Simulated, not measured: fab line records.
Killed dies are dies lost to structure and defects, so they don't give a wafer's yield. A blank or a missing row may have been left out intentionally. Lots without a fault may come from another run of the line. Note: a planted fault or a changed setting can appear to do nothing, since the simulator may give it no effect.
The tool behind it: which one? | flow sky130 | 10 lots with 30 wafers sampled at 6 steps, on a route of 708 steps

## WHAT EACH GAUGE READ, for each wafer
SKY_SD_N_RS_MEAS_16: measures by four-point-probe. Usual: SD_N_RS typically reads 68.44 ohm/sq, with standard deviation 0.12.
lot  | measured     | on           | SD_N_RS (ohm/sq)                    | flag
L989 | day 27 21:13 | filmMetro-02 | 68.24 68.33 68.37                   | 
L990 | day 28 00:25 | filmMetro-04 | 68.35 68.32 68.33                   | 
L991 | day 28 18:10 | filmMetro-01 | 68.71 68.57 68.75                   | 
L994 | day 29 23:36 | filmMetro-04 | 68.42 68.53 68.33                   | 
L102 | day 32 17:34 | filmMetro-01 | 68.55 68.59 68.46                   | 
L103 | day 33 09:16 | filmMetro-01 | 68.57 68.46 68.58                   | 
L105 | day 33 13:37 | filmMetro-04 | 83.59 83.55 83.39 83.71 83.39 83.75 | OFF
L106 | day 33 18:07 | filmMetro-04 | 83.38 83.26 82.61 83.39 83.20 82.63 | OFF
L108 | day 34 08:56 | filmMetro-04 | 83.20 83.14 82.94 82.96 82.98 82.99 | OFF
L110 | day 34 20:26 | filmMetro-04 | 68.52 68.53 68.42                   | 

## WHAT TOOL EACH LOT RAN ON (gives the tool, then ch and the chambers of the sampled wafers, and finally the start)
lot  | SKY_LDD_LDN_STRIP_12                | SKY_SPACER_ETCHBACK_02            | SKY_RES_XHIGH_STRIP_08              | SKY_SD_N_IMPLANT_09             | SKY_SD_N_STRIP_11
L989 | plasmaAsher-01 ch 0, day 22 21:55   | rieDiel-03 ch 2,3, day 22 23:23   | plasmaAsher-04 ch 1, day 26 15:45   | implanter-01 ch 0, day 27 20:31 | plasmaAsher-03 ch 0,1, day 27 20:49
L990 | plasmaAsher-02 ch 0,1, day 22 23:39 | rieDiel-04 ch 0,1,2, day 23 01:44 | plasmaAsher-01 ch 0,1, day 26 18:31 | implanter-01 ch 0, day 27 23:44 | plasmaAsher-03 ch 0,1, day 28 00:02
L991 | plasmaAsher-01 ch 0,1, day 23 14:54 | rieDiel-03 ch 0,2,3, day 23 21:03 | plasmaAsher-01 ch 0,1, day 27 13:26 | implanter-01 ch 0, day 28 17:29 | plasmaAsher-01 ch 0,1, day 28 17:47
L994 | plasmaAsher-02 ch 0,1, day 25 01:47 | rieDiel-01 ch 1,3, day 25 03:15   | plasmaAsher-02 ch 0,1, day 28 18:57 | implanter-04 ch 0, day 29 22:55 | plasmaAsher-03 ch 0,1, day 29 23:13
L102 | plasmaAsher-03 ch 0,1, day 27 22:26 | rieDiel-03 ch 0,1, day 28 00:31   | plasmaAsher-04 ch 0, day 31 13:30   | implanter-01 ch 0, day 32 16:53 | plasmaAsher-03 ch 0, day 32 17:11
L103 | plasmaAsher-02 ch 0,1, day 28 13:44 | rieDiel-01 ch 0,2,3, day 28 15:13 | plasmaAsher-02 ch 0,1, day 32 04:58 | implanter-03 ch 0, day 33 08:35 | plasmaAsher-01 ch 0,1, day 33 08:53
L105 | plasmaAsher-01 ch 0,1, day 28 22:26 | rieDiel-03 ch 0,2,3, day 28 23:55 | plasmaAsher-04 ch 0,1, day 32 10:27 | implanter-01 ch 0, day 33 12:56 | plasmaAsher-01 ch 0,1, day 33 13:14
L106 | plasmaAsher-02 ch 0,1, day 29 01:34 | rieDiel-03 ch 0,3, day 29 03:01   | plasmaAsher-04 ch 0,1, day 32 15:08 | implanter-01 ch 0, day 33 17:26 | plasmaAsher-02 ch 0,1, day 33 17:43
L108 | plasmaAsher-02 ch 0,1, day 29 15:16 | rieDiel-01 ch 0,1, day 29 17:58   | plasmaAsher-04 ch 0,1, day 33 05:50 | implanter-01 ch 0, day 34 08:16 | plasmaAsher-01 ch 0,1, day 34 08:32
L110 | plasmaAsher-02 ch 0,1, day 30 05:33 | rieDiel-03 ch 1,2,3, day 30 07:02 | plasmaAsher-02 ch 0,1, day 33 16:50 | implanter-04 ch 0, day 34 19:45 | plasmaAsher-03 ch 0,1, day 34 20:01
- SKY_LDD_LDN_STRIP_12: strips in O2/N2.
- SKY_SPACER_ETCHBACK_02: etches Si3N4 in CH3F/O2, stops on SiO2, time 46.7 s, target depth 45 nm.
- SKY_RES_XHIGH_STRIP_08: strips in O2/N2.
- SKY_SD_N_IMPLANT_09
- SKY_SD_N_STRIP_11: strips in O2/N2.

## WHAT THE TOOLS THEMSELVES READ (means of the sampled wafers that have a number; where no wafer has one, the mark that the record gives instead)
SKY_LDD_LDN_STRIP_12. Usual: drypumpMotorCurrentA 5.7 A, standard deviation 0.45; n2FlowSccm 300.1 sccm, standard deviation 0.92; o2FlowSccm 3000 sccm, standard deviation 7.9; oesProductAu 0.716 a.u., standard deviation 0.005; stripTimeToEndpointS 14.19 s, standard deviation 0.039.
lot  | tool           | drypumpMotorCurrentA (A) | n2FlowSccm (sccm) | o2FlowSccm (sccm) | oesProductAu (a.u.) | stripTimeToEndpointS (s) | flag
L989 | plasmaAsher-01 | 5.4                      | 299.3             | 3005              | 0.717               | 14.22                    | 
L990 | plasmaAsher-02 | 5.6                      | 300.1             | 2991              | 0.715               | 14.23                    | 
L991 | plasmaAsher-01 | 5.6                      | 300.4             | 2996              | 0.717               | 14.24                    | 
L994 | plasmaAsher-02 | 6.1                      | 299.5             | 2990              | 0.722               | 14.16                    | 
L102 | plasmaAsher-03 | 5.4                      | 299.0             | 3004              | 0.719               | 14.16                    | 
L103 | plasmaAsher-02 | 6.0                      | 299.0             | 2992              | 0.717               | 14.16                    | 
L105 | plasmaAsher-01 | 5.8                      | 300.1             | 2998              | 0.720               | 14.17                    | 
L106 | plasmaAsher-02 | 5.7                      | 300.9             | 2993              | 0.713               | 14.23                    | 
L108 | plasmaAsher-02 | 6.0                      | 300.1             | 3001              | 0.714               | 14.23                    | 
L110 | plasmaAsher-02 | 5.6                      | 300.0             | 2998              | 0.718               | 14.16                    | 

SKY_SPACER_ETCHBACK_02. Usual: biasW 80.01 W, standard deviation 0.22; drypumpMotorCurrentA 5.7 A, standard deviation 0.49; oesProductAu 0.853 a.u., standard deviation 0.0065; throttleValvePct 10.563 %, standard deviation 0.009.
lot  | tool       | biasW (W) | drypumpMotorCurrentA (A) | oesProductAu (a.u.) | throttleValvePct (%) | flag
L989 | rieDiel-03 | 79.74     | 5.5                      | 0.851               | 10.561               | 
L990 | rieDiel-04 | 79.92     | 5.7                      | 0.861               | 10.563               | 
L991 | rieDiel-03 | 79.99     | 5.6                      | 0.863               | 10.562               | 
L994 | rieDiel-01 | 80.05     | 6.1                      | 0.847               | 10.566               | 
L102 | rieDiel-03 | 80.06     | 5.3                      | 0.849               | 10.559               | 
L103 | rieDiel-01 | 79.99     | 6.1                      | 0.849               | 10.566               | 
L105 | rieDiel-03 | 79.90     | 5.6                      | 0.850               | 10.558               | 
L106 | rieDiel-03 | 79.99     | 5.7                      | 0.850               | 10.563               | 
L108 | rieDiel-01 | 80.06     | 6.0                      | 0.852               | 10.552               | 
L110 | rieDiel-03 | 80.18     | 5.4                      | 0.855               | 10.572               | 

SKY_RES_XHIGH_STRIP_08. Usual: drypumpMotorCurrentA 5.8 A, standard deviation 0.51; n2FlowSccm 300.0 sccm, standard deviation 0.98; o2FlowSccm 3001 sccm, standard deviation 9.1; oesProductAu 0.711 a.u., standard deviation 0.0041; stripTimeToEndpointS 14.28 s, standard deviation 0.042.
lot  | tool           | drypumpMotorCurrentA (A) | n2FlowSccm (sccm) | o2FlowSccm (sccm) | oesProductAu (a.u.) | stripTimeToEndpointS (s) | flag
L989 | plasmaAsher-04 | 6.4                      | 301.0             | 2995              | 0.711               | 14.24                    | 
L990 | plasmaAsher-01 | 5.6                      | 300.2             | 2990              | 0.710               | 14.23                    | 
L991 | plasmaAsher-01 | 5.6                      | 300.7             | 2992              | 0.711               | 14.27                    | 
L994 | plasmaAsher-02 | 5.7                      | 300.1             | 2999              | 0.708               | 14.25                    | 
L102 | plasmaAsher-04 | 5.3                      | 301.0             | 3006              | 0.716               | 14.36                    | 
L103 | plasmaAsher-02 | 6.0                      | 299.5             | 3009              | 0.710               | 14.25                    | 
L105 | plasmaAsher-04 | 6.1                      | 300.5             | 3014              | 0.710               | 14.27                    | 
L106 | plasmaAsher-04 | 6.0                      | 300.4             | 2999              | 0.712               | 14.21                    | 
L108 | plasmaAsher-04 | 5.7                      | 300.1             | 2995              | 0.711               | 14.32                    | 
L110 | plasmaAsher-02 | 5.7                      | 299.1             | 3018              | 0.711               | 14.30                    | 

SKY_SD_N_IMPLANT_09. Usual: beamOnS 17.0 s, standard deviation 0.6; doseIonsCm2 3.999e+15, standard deviation 4.4e+12; faradayCurrentUA 12860, standard deviation 450.
lot  | tool         | beamOnS (s) | doseIonsCm2 | faradayCurrentUA | flag
L989 | implanter-01 | 16.8        | 4.001e+15   | 13081            | 
L990 | implanter-01 | 16.6        | 3.995e+15   | 13154            | 
L991 | implanter-01 | 16.9        | 4.003e+15   | 12935            | 
L994 | implanter-04 | 17.7        | 3.997e+15   | 12344            | 
L102 | implanter-01 | 16.8        | 4.003e+15   | 12990            | 
L103 | implanter-03 | 15.9        | 4.002e+15   | 13711            | 
L105 | implanter-01 | 10.1        | 1.665e+15   | 9057             | OFF
L106 | implanter-01 | 10.2        | 1.667e+15   | 8947             | OFF
L108 | implanter-01 | 10.1        | 1.662e+15   | 9084             | OFF
L110 | implanter-04 | 17.6        | 4.004e+15   | 12428            | 

SKY_SD_N_STRIP_11. Usual: drypumpMotorCurrentA 5.6 A, standard deviation 0.41; n2FlowSccm 300.1 sccm, standard deviation 0.87; o2FlowSccm 3000 sccm, standard deviation 9.1; oesProductAu 0.527 a.u., standard deviation 0.0048; stripTimeToEndpointS 22.56 s, standard deviation 0.037.
lot  | tool           | drypumpMotorCurrentA (A) | n2FlowSccm (sccm) | o2FlowSccm (sccm) | oesProductAu (a.u.) | stripTimeToEndpointS (s) | flag
L989 | plasmaAsher-03 | 5.3                      | 300.5             | 3003              | 0.522               | 22.57                    | 
L990 | plasmaAsher-03 | 5.3                      | 299.7             | 2994              | 0.523               | 22.51                    | 
L991 | plasmaAsher-01 | 5.6                      | 299.8             | 3013              | 0.527               | 22.56                    | 
L994 | plasmaAsher-03 | 5.4                      | 299.7             | 3002              | 0.523               | 22.55                    | 
L102 | plasmaAsher-03 | 5.6                      | 298.9             | 3019              | 0.534               | 22.52                    | 
L103 | plasmaAsher-01 | 5.8                      | 300.7             | 3002              | 0.529               | 22.51                    | 
L105 | plasmaAsher-01 | 5.6                      | 299.6             | 3003              | 0.568               | 19.54                    | OFF
L106 | plasmaAsher-02 | 6.0                      | 300.4             | 3000              | 0.572               | 19.56                    | OFF
L108 | plasmaAsher-01 | 5.9                      | 299.9             | 3017              | 0.575               | 19.55                    | OFF
L110 | plasmaAsher-03 | 5.4                      | 299.9             | 3000              | 0.525               | 22.52                    | 

## THE ANSWER, worked out from the rows above alone
Rule: take the mean of a lot's wafers that have a number; if it is more than 3 standard deviations from the usual mean, the lot is off. A lot without any number at a reading at which 4 lots or more have one is off too. The other lots that the step has rows for count as sound. Order of review: gauges by route order, followed by the tools' own readings, for which a lot's mean as printed above is used. At the first step where some lot is off, the reading lying furthest off is the one used; lots without a number count as furthest.
Off: L105, L106, L108, at SKY_SD_N_RS_MEAS_16 (SD_N_RS).
If a tool, at a process step before that reading, ran all the lots that are off and no sound lot after the first of them, it fits. The gauges at SKY_SD_N_RS_MEAS_16 aren't tried: what is off there is off at SKY_SD_N_IMPLANT_09 too, on other tools, and a gauge's error can't cause that. This does not decide it: 2 tools fit, namely plasmaAsher-04 at SKY_RES_XHIGH_STRIP_08 and implanter-01 at SKY_SD_N_IMPLANT_09.

## WHAT THE SIMULATOR HAD INSERTED
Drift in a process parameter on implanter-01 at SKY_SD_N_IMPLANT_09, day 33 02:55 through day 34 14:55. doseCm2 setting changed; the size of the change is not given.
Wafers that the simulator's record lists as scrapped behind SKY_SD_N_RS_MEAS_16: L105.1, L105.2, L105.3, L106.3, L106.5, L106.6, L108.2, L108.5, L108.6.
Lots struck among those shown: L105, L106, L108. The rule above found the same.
